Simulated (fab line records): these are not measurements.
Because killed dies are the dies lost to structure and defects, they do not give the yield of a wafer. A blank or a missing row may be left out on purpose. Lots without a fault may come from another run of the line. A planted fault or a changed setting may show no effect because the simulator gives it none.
2 desks, one fault | flow gf180mcu | only its own numbers are on each desk; what lay behind them is given at the end

== FROM THE METROLOGY DESK ==
Lot by lot, what the gauges showed, no matter which tool ran the lot: averages of those sampled wafers that carry a number. The brackets show how far a lot's mean lies from the usual mean; more than 4 standard deviations puts the lot out of limits, marked OUT.
Columns: A = POLY_GATE_CVD_00_THK at GF_POLY_GATE_THK_MEAS_01, usual 200.4 nm; B = cdNm at GF_POLY_GATE_CD_MEAS_10, usual 280.1 nm; C = POLY_GATE_OVL at GF_POLY_GATE_OVL_MEAS_11, usual -1 nm
lot  | first seen here | A     | B     | C
L242 | day 8 23:35     | 196.7 | 281.8 | -3
L250 | day 11 08:10    | 204.2 | 284.0 | -2
L251 | day 11 21:34    | 201.1 | 282.5 | 0
L252 | day 12 10:25    | 196.2 | 283.8 | 1
L256 | day 13 08:02    | 200.0 | 278.4 | -2
L261 | day 14 13:00    | 200.3 | 277.4 | 2
L263 | day 15 01:53    | 199.4 | 280.4 | -2
Finding of this desk: none of the 7 lots has anything out of limits.

== FOR THE TOOL OWNER'S DESK: lithoTrack-03 ==
The tool's own readings at GF_POLY_GATE_PEB_08 (peb time 90 s): means of the sampled wafers that have a number, for each lot that ran on this tool. The brackets show how far a lot's mean lies from the usual mean; more than 4 standard deviations puts the lot out of limits, marked OUT.
Columns: A = heaterPowerTotalW at GF_POLY_GATE_PEB_08, usual 85.69 W
lot  | first seen here | A
L242 | day 9 16:18     | 85.60
L250 | day 12 02:27    | 90.19 (+53) OUT
L251 | day 12 16:01    | 87.87 (+26) OUT
L252 | day 13 05:57    | 90.18 (+53) OUT
L261 | day 15 10:20    | 85.60
This desk's finding: out of limits on L250, L251, L252; first on L250, day 12 02:27 (heaterPowerTotalW at GF_POLY_GATE_PEB_08). In limits: L242, L261.

== TAKEN TOGETHER ==
At day 12 02:27, on L250, L251, L252, the tool owner's desk was in a position to raise an alarm.
From the metrology desk's view, nothing was out of limits.
The metrology desk holds a record of L250, L251, L252, inside its limits.
Every lot named ran GF_POLY_GATE_PEB_08 on lithoTrack-03.

== WHAT THE SIMULATOR HAD INSERTED ==
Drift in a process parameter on lithoTrack-03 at GF_POLY_GATE_PEB_08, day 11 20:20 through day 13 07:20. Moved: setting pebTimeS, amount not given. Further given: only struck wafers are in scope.
Lots struck among those shown: L250, L251, L252.
Time in hours from fault onset to the first out-of-limits reading at each desk: the tool owner's desk, 6.
